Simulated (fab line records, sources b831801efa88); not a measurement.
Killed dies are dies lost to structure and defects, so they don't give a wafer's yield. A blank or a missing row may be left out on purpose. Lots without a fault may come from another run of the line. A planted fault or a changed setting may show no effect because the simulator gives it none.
Chamber matching | flow sky130 | SKY_VIA3_ETCH_14 on rie_diel-04: 4 sister chambers
The step etches BARC in N2/H2, stops on SiO2, time 45.9 s, target depth 60 nm. 7 wafers are shown with their chamber, then 9 later ones without.

WAFERS WITH THEIR CHAMBER
wafer  | chamber | drypump_motor_current_A (A) | oes_product_au (a.u.)
L082.3 | 2       | 5.7                         | 0.854
L084.2 | 0       | 5.9                         | 0.847
L084.4 | 3       | 6.2                         | 0.850
L084.5 | 2       | 5.8                         | 0.853
L085.1 | 0       | 5.9                         | 0.861
L085.4 | 1       | 4.8                         | 0.851
L085.5 | 1       | 4.8                         | 0.858

WAFERS WITHOUT THEIR CHAMBER
wafer  | drypump_motor_current_A (A) | oes_product_au (a.u.)
L087.3 | 5.8                         | 0.855
L087.5 | 5.9                         | 0.857
L087.6 | 6.2                         | 0.860
L092.1 | 5.9                         | 0.853
L092.5 | 5.8                         | 0.846
L092.6 | 6.2                         | 0.853
L093.1 | 5.9                         | 0.849
L093.3 | 5.8                         | 0.856
L093.5 | 4.8                         | 0.848

WHICH CHAMBER EACH WENT THROUGH
wafer  | from the rows above     | in truth
L087.3 | can't be placed: 2 or 0 | 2
L087.5 | 0                       | 0
L087.6 | 3                       | 3
L092.1 | 0                       | 0
L092.5 | can't be placed: 2 or 0 | 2
L092.6 | 3                       | 3
L093.1 | 0                       | 0
L093.3 | can't be placed: 2 or 0 | 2
L093.5 | 1                       | 1
Placed correctly: 6 of 9. Can't be placed from these rows: 3 (the true chamber is among the candidates in 3). Placed wrongly: 0.
How it was worked out, from the rows above alone: a wafer's distance from a chamber is the root of the sum, over the readings, of the square of ((its reading less the chamber's mean) divided by the reading's scatter). The wafer belongs to the nearest chamber; if the next one is less than 2 further off, it can't be placed. A chamber's mean is the mean of its shown wafers. The scatter: the root of (the sum of the squares of (reading less its chamber's mean) over the shown wafers, divided by (wafers less chambers)).
